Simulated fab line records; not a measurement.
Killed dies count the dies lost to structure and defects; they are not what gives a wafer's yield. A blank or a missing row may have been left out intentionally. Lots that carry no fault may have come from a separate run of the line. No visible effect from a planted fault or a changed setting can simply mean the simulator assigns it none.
fab line records	flow sky130	part 2 of 2: steps 22 to 30 of 30
record lots=5	wafers=15	last_day=49
route steps=708 shown SONOS_TUNNEL@164 SONOS_ONO@168 GATE_OXIDE@187
lots with no fault: from the same line, run without faults
start_h: hours from the record's first day to the start of the lot's first wafer shown	wait_h: hours elapsed since this lot's preceding step	" as in the row above	L1.1+2: a single row standing in for several wafers	- value missing, or start not given	* or withheld: withheld	< > ~ a bound
route shown NAME@n: a module of which the file shows steps, and the number in the route of the first	usual: mean and standard deviation over wafers with no fault	same: alike in all rows	chamber/n: place in a boat	sites: each site's reading	_std_site: standard deviation of those values	_edge_site: the outer-site mean with the inner-site mean subtracted	radius_mm: for every site, how far away it sits from the centre of the wafer	mask NAME#n: copy n	behind: tool/chamber where the wafer was last shaped	hold: what put the lot on hold/how long, in hours/how the hold closed	device: the n, p or np transistor that did not switch	end of line: at the end of the route, the tests of the same wafers	a step with no rows: only its recipe	killed: not the wafer's yield, but the dies lost to structure and defects at the first sort	map: a wafer's dies, x killed, . not, _ none there
set.NAME: the setting as run; set.NAME@STEP: as run at that earlier step	model.NAME: the simulator's own value behind a step, which no gauge read
lots at selected steps of the route; one table per step, one row per wafer
services: when a tool's chamber went out of use (start_h, in hours from the record's first day, below 0 if earlier), for how many hours, and the reason
## steps
# step SKY_SONOS_ONO_STRIP_17
# recipe chemistry=O2/N2	power_w=1400	pressure_mtorr=1500	platen_temp_c=withheld	o2_flow_sccm=3000	n2_flow_sccm=300	overash_fraction=0.5
# usual drypump_motor_current_A=6.1/0.42	oes_product_au=0.710/0.004	strip_time_to_endpoint_s=14.12/0.045
lot.wafer	tool	chamber	start_h	wait_h	drypump_motor_current_A	oes_product_au	rf_hours_counter_h	strip_time_to_endpoint_s
L077.2	plasma_asher-04	1	305.10	0.0	6.4	0.713	64	14.11
L077.3	"	0	"	"	5.9	0.712	-	14.10
L077.5	"	0	"	"	5.9	0.710	-	14.15
L079.2	plasma_asher-03	1	322.97	0.0	5.5	0.708	18	14.07
L079.3	"	0	"	"	6.2	0.704	-	14.17
L079.4	"	1	"	"	5.4	0.711	-	14.06
L082.1	plasma_asher-03	0	345.06	0.0	6.1	0.708	20	14.16
L082.2	"	1	"	"	5.5	0.711	20	14.12
L082.5	"	0	"	"	6.1	0.704	-	14.15
L090.2	plasma_asher-03	0	409.16	0.0	6.1	0.715	26	14.05
L090.3	"	1	"	"	5.5	0.709	-	14.03
L090.6	"	1	"	"	5.5	0.703	-	13.96
L094.2	plasma_asher-04	1	447.16	0.0	6.4	0.708	2	14.11
L094.4	"	1	"	"	6.4	0.710	-	14.14
L094.5	"	0	"	"	5.9	0.712	-	14.09
# step SKY_SONOS_ONO_WET_ETCH_18
# recipe chemistry=H3PO4	target_depth_nm=15	target=Si3N4	temp_c=160	time_s=172
# usual bath_heat_duty_pct=28.7/2.7
lot.wafer	tool	chamber	start_h	wait_h	bath_heat_duty_pct
L077.2	wet_bench-03	3	305.20	0.1	31.2
L077.3	"	3	"	"	31.4
L077.5	"	3	"	"	29.1
L079.2	wet_bench-04	0	323.07	0.1	28.9
L079.3	"	0	"	"	25.8
L079.4	"	0	"	"	27.7
L082.1	wet_bench-01	1	345.16	0.1	22.9
L082.2	"	1	"	"	24.2
L082.5	"	1	"	"	24.1
L090.2	wet_bench-03	0	409.26	0.1	25.2
L090.3	"	0	"	"	24.9
L090.6	"	0	"	"	24.2
L094.2	wet_bench-04	2	447.27	0.1	30.8
L094.4	"	2	"	"	31.0
L094.5	"	2	"	"	30.5
# step SKY_GATE_OXIDE_CLEAN_00
# recipe chemistry=SC1/SC2	mix=1:4:20	temp_c=70	time_s=150	dry=n2_spin
# usual bath_heat_duty_pct=13.7/1.5
lot.wafer	tool	chamber	start_h	wait_h	bath_heat_duty_pct
L077.2	wet_bench-01	1	305.27	0.0	12.8
L077.3	"	1	"	"	12.4
L077.5	"	1	"	"	14.3
L079.2	wet_bench-01	1	323.18	0.0	12.5
L079.3	"	1	"	"	13.5
L079.4	"	1	"	"	13.3
L082.1	wet_bench-03	2	345.22	0.0	15.1
L082.2	"	2	"	"	15.4
L082.5	"	2	"	"	14.4
L090.2	wet_bench-03	3	409.31	0.0	14.5
L090.3	"	3	"	"	14.9
L090.6	"	3	"	"	14.9
L094.2	wet_bench-04	3	447.32	0.0	12.6
L094.4	"	3	"	"	12.7
L094.5	"	3	"	"	13.3
# step SKY_GATE_OXIDE_OXIDATION_01
# recipe temp_c=900	ambient=O2	stabilise_s=600	purge_s=300	target_thk_a=102.68	ox_time_s=1473
# usual spike_tc_bottom_C=918/3.1	spike_tc_lower_C=899.8/1.5
lot.wafer	tool	chamber	start_h	wait_h	spike_tc_bottom_C	spike_tc_lower_C
L077.2	furnace-02	0	306.22	0.9	921	901.1
L077.3	"	0	"	"	922	902.5
L077.5	"	0	"	"	922	902.4
L079.2	furnace-02	0	323.23	0.0	922	900.7
L079.3	"	0	"	"	920	900.2
L079.4	"	0	"	"	922	901.6
L082.1	furnace-01	0	346.48	1.2	915	898.0
L082.2	"	0	"	"	914	899.1
L082.5	"	0	"	"	916	900.6
L090.2	furnace-01	0	409.85	0.5	914	898.2
L090.3	"	0	"	"	917	898.7
L090.6	"	0	"	"	914	899.2
L094.2	furnace-01	0	447.37	0.0	914	899.3
L094.4	"	0	"	"	915	899.7
L094.5	"	0	"	"	914	898.9
# step SKY_GATE_OXIDE_THK_MEAS_02
# recipe reads=SiO2_of_GATE_OXIDE_OXIDATION_01
# usual GATE_OXIDE_OXIDATION_00_THK=10.26/0.22
lot.wafer	tool	chamber	start_h	wait_h	GATE_OXIDE_OXIDATION_00_THK[nm]
L077.2	film_metro-02	-	307.64	0.0	10.33
L077.3	"	-	"	"	10.20
L077.5	"	-	"	"	10.41
L079.2	film_metro-01	-	324.65	0.0	10.55
L079.3	"	-	"	"	10.56
L079.4	"	-	"	"	10.51
L082.1	film_metro-04	-	347.89	0.0	10.37
L082.2	"	-	"	"	10.36
L082.5	"	-	"	"	10.43
L090.2	film_metro-02	-	411.27	0.0	10.22
L090.3	"	-	"	"	10.05
L090.6	"	-	"	"	9.90
L094.2	film_metro-02	-	448.79	0.0	10.08
L094.4	"	-	"	"	9.96
L094.5	"	-	"	"	10.15
# step SKY_GATE_OXIDE_DEHYDRATE_03
# recipe temp_c=200	time_s=60
# usual chill_plate_temp_C=23.02/0.11	exhaust_pa=44.9/0.85	resist_line_temp_C=22.99/0.099
lot.wafer	tool	chamber	start_h	wait_h	chill_plate_temp_C	exhaust_pa	resist_line_temp_C
L077.2	litho_track-02	0	320.05	12.4	23.01	44.3	22.95
L077.3	"	0	"	"	22.99	44.6	23.02
L077.5	"	0	"	"	23.11	44.5	22.95
L079.2	litho_track-01	0	338.57	13.9	23.04	45.3	22.88
L079.3	"	0	"	"	22.90	44.8	22.99
L079.4	"	0	"	"	23.02	45.2	23.05
L082.1	litho_track-01	0	361.00	13.1	22.90	44.7	23.02
L082.2	"	0	"	"	22.76	45.4	22.86
L082.5	"	0	"	"	22.92	45.0	22.97
L090.2	litho_track-01	0	425.47	14.2	23.07	45.4	23.02
L090.3	"	0	"	"	23.04	45.3	22.82
L090.6	"	0	"	"	23.04	45.5	22.91
L094.2	litho_track-03	0	464.28	15.5	23.21	43.8	22.95
L094.4	"	0	"	"	23.07	44.5	22.90
L094.5	"	0	"	"	23.19	44.2	22.88
# step SKY_GATE_OXIDE_HMDS_04
# recipe prime_time_s=60	prime_temp_c=120
# usual chill_plate_temp_C=23.01/0.11	exhaust_pa=44.9/0.97	prime_temp_c=120.03/0.13	resist_line_temp_C=23.01/0.099
lot.wafer	tool	chamber	start_h	wait_h	chill_plate_temp_C	exhaust_pa	prime_temp_c	resist_line_temp_C
L077.2	litho_track-02	0	320.20	0.1	23.02	44.9	120.00	23.08
L077.3	"	0	"	"	23.08	45.5	119.96	22.87
L077.5	"	0	"	"	22.91	45.3	119.91	23.03
L079.2	litho_track-01	0	338.72	0.1	22.93	44.6	120.23	23.07
L079.3	"	0	"	"	23.08	44.0	120.15	22.91
L079.4	"	0	"	"	23.05	44.7	120.14	23.00
L082.1	litho_track-01	0	361.15	0.1	23.15	43.9	119.94	23.01
L082.2	"	0	"	"	23.21	43.4	120.19	23.06
L082.5	"	0	"	"	23.14	44.5	120.01	23.08
L090.2	litho_track-01	0	425.62	0.1	22.90	44.6	120.20	23.09
L090.3	"	0	"	"	22.95	45.9	120.15	23.16
L090.6	"	0	"	"	22.87	43.5	120.23	23.06
L094.2	litho_track-03	0	464.43	0.1	23.04	45.0	119.93	22.92
L094.4	"	0	"	"	23.10	44.9	119.95	22.96
L094.5	"	0	"	"	23.10	46.1	120.13	22.86
# step SKY_GATE_OXIDE_COAT_05
# recipe resist=NOVOLAK	spin_rpm=3000	resist_thk_nm=1140
# usual chill_plate_temp_C=22.97/0.093	exhaust_pa=45.1/0.87	resist_line_temp_C=22.98/0.091
lot.wafer	tool	chamber	start_h	wait_h	chill_plate_temp_C	exhaust_pa	resist_line_temp_C
L077.2	litho_track-02	0	320.35	0.1	22.94	45.2	22.86
L077.3	"	0	"	"	23.11	44.8	22.94
L077.5	"	0	"	"	22.97	45.2	22.94
L079.2	litho_track-01	0	338.87	0.1	22.96	43.8	23.01
L079.3	"	0	"	"	22.90	44.5	22.99
L079.4	"	0	"	"	22.97	46.3	23.09
L082.1	litho_track-01	0	361.30	0.1	22.94	44.1	22.97
L082.2	"	0	"	"	23.03	44.7	22.88
L082.5	"	0	"	"	23.12	45.1	23.12
L090.2	litho_track-01	0	425.77	0.1	22.85	44.3	23.03
L090.3	"	0	"	"	23.05	45.1	23.13
L090.6	"	0	"	"	23.02	46.2	23.01
L094.2	litho_track-03	0	464.58	0.1	22.89	45.5	23.07
L094.4	"	0	"	"	22.86	45.1	22.89
L094.5	"	0	"	"	22.85	44.4	22.93
# step SKY_GATE_OXIDE_SOFTBAKE_06
# recipe temp_c=90	time_s=60	resist=NOVOLAK
# usual chill_plate_temp_C=22.97/0.1	exhaust_pa=45.1/0.86	resist_line_temp_C=23.03/0.1
lot.wafer	tool	chamber	start_h	wait_h	chill_plate_temp_C	exhaust_pa	resist_line_temp_C
L077.2	litho_track-02	0	320.50	0.1	22.83	44.2	23.09
L077.3	"	0	"	"	22.88	45.0	23.06
L077.5	"	0	"	"	22.83	44.9	23.13
L079.2	litho_track-01	0	339.02	0.1	23.15	44.8	22.91
L079.3	"	0	"	"	23.09	46.4	23.06
L079.4	"	0	"	"	22.96	44.4	23.06
L082.1	litho_track-01	0	361.45	0.1	23.09	44.1	23.06
L082.2	"	0	"	"	22.87	46.0	23.15
L082.5	"	0	"	"	22.93	44.8	22.95
L090.2	litho_track-01	0	425.92	0.1	22.84	46.7	22.85
L090.3	"	0	"	"	22.93	46.3	23.01
L090.6	"	0	"	"	22.82	46.7	22.90
L094.2	litho_track-03	0	464.73	0.1	23.17	45.1	23.09
L094.4	"	0	"	"	23.08	45.0	22.89
L094.5	"	0	"	"	23.09	44.7	23.07
## services
tool	chamber	start_h	hours	kind
rie_diel-04	2	252.05	41.6	repair
furnace-01	-	258.04	4.8	pm
plasma_asher-03	-	262.96	5.4	repair
wet_bench-03	-	277.02	1.9	repair
iline_stepper-02	-	278.13	9.6	repair
rie_diel-04	-	282.16	0.4	repair
plasma_asher-03	-	288.94	1.2	repair
rie_diel-04	-	291.46	2.8	pm
iline_stepper-02	-	292.45	2.5	repair
furnace-01	-	295.25	2.8	pm
rie_diel-03	0	297.81	4.1	repair
rie_diel-04	0	300.94	3.3	repair
rie_diel-04	2	335.43	2.7	repair
furnace-02	-	358.97	7.4	pm
wet_bench-01	-	366.40	4.7	repair
wet_bench-01	-	372.47	83.9	repair
rie_diel-03	1	379.73	4.9	repair
iline_stepper-02	-	387.05	1.7	pm
plasma_asher-04	-	389.05	2.8	pm
iline_stepper-02	-	393.79	9.2	repair
plasma_asher-04	-	421.32	9.0	pm
wet_bench-04	-	423.79	22.7	repair
rie_diel-04	-	451.58	1.0	repair
furnace-01	-	463.24	2.2	pm
